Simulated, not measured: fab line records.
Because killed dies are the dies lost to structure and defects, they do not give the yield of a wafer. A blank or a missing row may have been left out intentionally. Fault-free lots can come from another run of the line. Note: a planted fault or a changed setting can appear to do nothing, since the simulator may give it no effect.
8D (eight disciplines) problem report, filled in by code || flow sky130 || the parts of the form that need people (team, actions taken, sign-off) are left out

== 1. WHAT IS WRONG ==
Across 2 wafers from 2 lots, CAP2M_CVD_00_THK at SKY_CAP2M_THK_MEAS_01 averages 13.64 nm, while fault-free wafers read 15.41 nm with a standard deviation of 0.18. Measured from the usual mean, that is -9.9 standard deviations.
Seen first at day 44 06:44 on filmMetro-02, wafer L193.2. Wafers with a number at this step in the record: 34, from 12 lots. By rule, "out" or "out of limits" means more than 4 standard deviations away from the usual mean. All remaining wafers that have a number are taken as sound.

== 2. WHAT IT IS; WHAT IT IS NOT ==
{"question": "which readings at this step", "is": "CAP2M_CVD_00_THK", "is not": "-"}
{"question": "which lots", "is": "L193, L195", "is not": "L177, L179, L180, L182, L183, L184, L186, L187, L188, L189"}
{"question": "which wafers of those lots", "is": "L193.2, L195.3", "is not": "L193.6, L195.6"}
{"question": "read on which gauges", "is": "filmMetro-01, filmMetro-02", "is not": "filmMetro-03"}
{"question": "when", "is": "from day 44 06:44", "is not": "up to then (31 sound wafers); but 1 sound wafer of L195 came after"}

== 3. SUSPECTS, AND WHAT RULES EACH OUT ==
Counting: any tool at a process step up to the reading remains a suspect provided it ran every lot that is out. Sound lots after the first of them don't rule it out here, since some wafers of a struck lot are sound.
- ruled out: the gauge at SKY_CAP2M_THK_MEAS_01. Those wafers that are out were read across 2 gauges (filmMetro-01, filmMetro-02).
- pecvd-04 at SKY_CAP2M_CVD_00 (deposits SiO2, target thk 15.5 nm): kept. Ran every lot that is out, first one L193 (day 44 06:42); last sound lot up to then L188 (day 43 02:14).
After counting, what remains is pecvd-04 at SKY_CAP2M_CVD_00.

== 4. THE CAUSE (what the simulator had put in) ==
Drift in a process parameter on pecvd-04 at SKY_CAP2M_CVD_00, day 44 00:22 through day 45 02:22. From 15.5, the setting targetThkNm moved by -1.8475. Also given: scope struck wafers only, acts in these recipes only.
After counting, this tool was the only one left.

== 5. SEQUENCE OF EFFECTS, ordered by route ==
One row per reading whose mean, taken over the struck wafers that have a number, lies over 3 standard deviations from the usual. Only readings for which the record gives a usual standard deviation are gone through. hours: the time from each lot's start at the first step in this table that gives one to its start at this step, as a median over the lots. sigmas: the change in usual standard deviations.
{"hours": 0, "step": "SKY_CAP2M_THK_MEAS_01", "reading": "CAP2M_CVD_00_THK", "usual": "15.41 nm", "on struck wafers": 13.64, "change": -1.77, "sigmas": -9.9}
{"hours": 44, "step": "SKY_METAL4_ETCH_17", "reading": "oesProductAu", "usual": "0.753 a.u.", "on struck wafers": 0.712, "change": -0.041, "sigmas": -7.1}
Here are the process steps it includes:
- SKY_METAL4_ETCH_17: etches SiO2 in C4F8/O2/Ar, stops on TiN, time 3.9 s, target depth 15 nm.
Later measuring or inspecting steps at which every struck wafer that the step has a row for has a number for every such reading, and none has moved that far: SKY_CAP2M_OVL_MEAS_12.

== 6. HOW IT WOULD HAVE BEEN CAUGHT EARLIER ==
6 hours passed between the start of the fault at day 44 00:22 and the first reading out of limits at a measuring or inspecting step in this record, taken at day 44 06:44.
Tool readings at SKY_CAP2M_CVD_00 with a usual standard deviation given in the record: none out on any struck wafer, hence no alarm at a limit of 4 standard deviations on them.
Among the 2 lots that are out, L195 began SKY_CAP2M_CVD_00 on pecvd-04 after day 44 06:44. A hold on the tool at that time would have spared it.
